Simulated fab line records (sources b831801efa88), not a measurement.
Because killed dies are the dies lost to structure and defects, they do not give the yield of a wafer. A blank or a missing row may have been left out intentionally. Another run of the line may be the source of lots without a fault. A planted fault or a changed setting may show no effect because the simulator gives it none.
Chamber matching | flow sfq line | 4 sister chambers for SFQ_TRILAYER_I1_CMP_CMP_046 on cmp-02
The step polishes SiO2. 8 wafers are shown with their chamber, then 8 later ones without.

WAFERS WITH THEIR CHAMBER
wafer  | chamber | motor current A (A) | time to endpoint s (s)
L571.4 | 1       | 10.7                | 216
L572.3 | 0       | 10.6                | 214
L575.5 | 2       | 9.0                 | 232
L575.6 | 3       | 7.4                 | 225
L579.1 | 0       | 10.8                | 208
L579.3 | 3       | 7.4                 | 208
L579.5 | 2       | 10.3                | 217
L581.2 | 1       | 11.2                | 210

WAFERS WITHOUT THEIR CHAMBER
wafer  | motor current A (A) | time to endpoint s (s)
L581.1 | 8.0                 | 208
L581.4 | 10.6                | 212
L586.4 | 10.9                | 204
L586.5 | 7.5                 | 204
L586.6 | 10.3                | 208
L590.2 | 11.4                | 204
L590.3 | 7.9                 | 217
L590.5 | 10.1                | 218

EACH ONE'S CHAMBER
wafer  | from the rows above          | in truth
L581.1 | 3                            | 3
L581.4 | can't be placed: 0 or 1      | 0
L586.4 | can't be placed: 0 or 1      | 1
L586.5 | 3                            | 3
L586.6 | can't be placed: 0 or 1 or 2 | 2
L590.2 | can't be placed: 1 or 0      | 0
L590.3 | 3                            | 3
L590.5 | can't be placed: 2 or 0 or 1 | 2
Correctly placed: 3 of 8. Not placeable from these rows: 5 (in 5, the candidates include the true chamber). Placed wrongly: 0.
How it was worked out, from the rows above alone: a wafer's distance from a chamber is the root of the sum, over the readings, of the square of ((its reading less the chamber's mean) divided by the reading's scatter). The wafer belongs to the nearest chamber; if the next one is less than 2 further off, it can't be placed. For every chamber, the mean is computed from those of its wafers that are shown. How the scatter is found: for the shown wafers, subtract from each reading the mean of its chamber, square and add these, divide the total by (wafers less chambers), then take the root.
